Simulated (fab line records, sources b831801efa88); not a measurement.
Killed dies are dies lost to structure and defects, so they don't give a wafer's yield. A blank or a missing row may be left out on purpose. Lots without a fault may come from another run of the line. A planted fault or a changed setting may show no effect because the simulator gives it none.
Which tool did it? | flow sky130 | 11 lots, 33 wafers sampled, at 4 steps of a route of 708

WHAT THE GAUGES READ, wafer by wafer
SKY_METAL2_THK_MEAS_06: measures by xrf.
lot  | measured     | on            | METAL2_ALCU_THK (nm)
L105 | day 35 05:34 | film_metro-03 | 255.4 254.4 252.5
L106 | day 35 05:55 | film_metro-04 | 252.1 254.8 251.9
L107 | day 35 11:45 | film_metro-02 | 250.6 253.2 252.4
L110 | day 36 09:09 | film_metro-03 | 250.9 250.6 250.8
L113 | day 36 22:49 | film_metro-02 | 251.6 248.3 252.0
L115 | day 37 21:19 | film_metro-02 | 250.4 245.1 247.9
L116 | day 38 07:14 | film_metro-03 | 253.3 256.8 252.5
L122 | day 40 01:21 | film_metro-03 | 247.3 245.9 247.5
L123 | day 40 14:26 | film_metro-02 | 247.1 249.4 251.9
L124 | day 41 06:34 | film_metro-03 | 249.6 250.4 248.1
L126 | day 42 07:34 | film_metro-04 | 252.2 251.4 253.4

SKY_VIA2_OVL_MEAS_13.
lot  | measured     | on         | VIA2_OVL (nm)
L105 | day 37 12:05 | overlay-02 | -6 -6 -4
L106 | day 37 12:26 | overlay-02 | 0 -7 -1
L107 | day 37 17:59 | overlay-02 | 1 -4 2
L110 | day 38 14:08 | overlay-02 | 2 -1 -4
L113 | day 39 03:02 | overlay-02 | -6 -3 -5
L115 | day 40 00:06 | overlay-01 | -2 1 -4
L116 | day 40 10:14 | overlay-01 | 1 5 4
L122 | day 42 07:14 | overlay-02 | 2 3 8
L123 | day 42 14:20 | overlay-01 | -4 -11 -7
L124 | day 43 05:56 | overlay-01 | 2 -2 3
L126 | day 44 05:44 | overlay-01 | 0 6 5

WHICH TOOL RAN EACH LOT (tool, then ch and the chambers of the sampled wafers, then the start)
lot  | SKY_METAL2_SPUTTER_02        | SKY_VIA2_COAT_06
L105 | pvd_sputter-02, day 35 05:22 | litho_track-01 ch 0, day 36 22:46
L106 | pvd_sputter-04, day 35 05:42 | litho_track-03 ch 0, day 36 22:55
L107 | pvd_sputter-04, day 35 11:32 | litho_track-01 ch 0, day 37 04:32
L110 | pvd_sputter-04, day 36 08:56 | litho_track-01 ch 0, day 38 01:04
L113 | pvd_sputter-04, day 36 22:35 | litho_track-03 ch 0, day 38 14:04
L115 | pvd_sputter-02, day 37 21:05 | litho_track-03 ch 0, day 39 11:47
L116 | pvd_sputter-03, day 38 07:01 | litho_track-03 ch 0, day 39 21:10
L122 | pvd_sputter-04, day 40 01:08 | litho_track-01 ch 0, day 41 18:28
L123 | pvd_sputter-04, day 40 14:13 | litho_track-01 ch 0, day 42 02:55
L124 | pvd_sputter-04, day 41 06:22 | litho_track-03 ch 0, day 42 16:40
L126 | pvd_sputter-04, day 42 07:14 | litho_track-02 ch 0, day 43 16:55
- SKY_METAL2_SPUTTER_02: material AlCu, target thk 250 nm, time 13.3 s.
- SKY_VIA2_COAT_06: resist thk 60 nm.

WHAT THE TOOLS THEMSELVES READ (means of the sampled wafers that have a number; where no wafer has one, the mark that the record gives instead)
SKY_METAL2_SPUTTER_02.
lot  | tool           | throttle_valve_pct (%)
L105 | pvd_sputter-02 | 30.7
L106 | pvd_sputter-04 | 29.1
L107 | pvd_sputter-04 | 29.6
L110 | pvd_sputter-04 | 29.5
L113 | pvd_sputter-04 | 30.2
L115 | pvd_sputter-02 | 29.9
L116 | pvd_sputter-03 | 30.3
L122 | pvd_sputter-04 | 30.1
L123 | pvd_sputter-04 | 29.6
L124 | pvd_sputter-04 | 29.6
L126 | pvd_sputter-04 | 29.6

SKY_VIA2_COAT_06.
lot  | tool           | spin_speed_rpm (rpm)
L105 | litho_track-01 | 3000.3
L106 | litho_track-03 | 2997.9
L107 | litho_track-01 | 3000.5
L110 | litho_track-01 | 2999.9
L113 | litho_track-03 | 3000.7
L115 | litho_track-03 | 2845.4
L116 | litho_track-03 | 2847.7
L122 | litho_track-01 | 3000.1
L123 | litho_track-01 | 2999.2
L124 | litho_track-03 | 3002.1
L126 | litho_track-02 | 3000.4

THE ANSWER, worked out from the rows above alone
Rule: what is usual is taken from the lots themselves. Put in order of their means at a reading, lots are off if they are a third of the lots or fewer, leave a main group of 4 or more, and stand apart from it by a gap of 3 or more times the standard deviation of the main group's means; of several such gaps the widest counts. A main group whose means are all the same, to the digits that the tables above print for the reading, isn't used. A lot without any number at a reading at which 4 lots or more have one is off too. The other lots that the step has rows for count as sound. The gauges are gone through in route order, then the tools' own readings, and for those a lot's mean is taken as printed above. The first step at which some lot is off is used, and at that step the reading that is off furthest; a lot without a number counts as furthest.
Off: L115, L116, at SKY_VIA2_COAT_06 (spin_speed_rpm). The main group: mean 3000.1 rpm, standard deviation 1.1.
A tool fits if, at that step or a process step before it, it ran every lot that is off, and no sound lot after the first of them. None of those tried fits.

WHAT THE SIMULATOR HAD PUT IN
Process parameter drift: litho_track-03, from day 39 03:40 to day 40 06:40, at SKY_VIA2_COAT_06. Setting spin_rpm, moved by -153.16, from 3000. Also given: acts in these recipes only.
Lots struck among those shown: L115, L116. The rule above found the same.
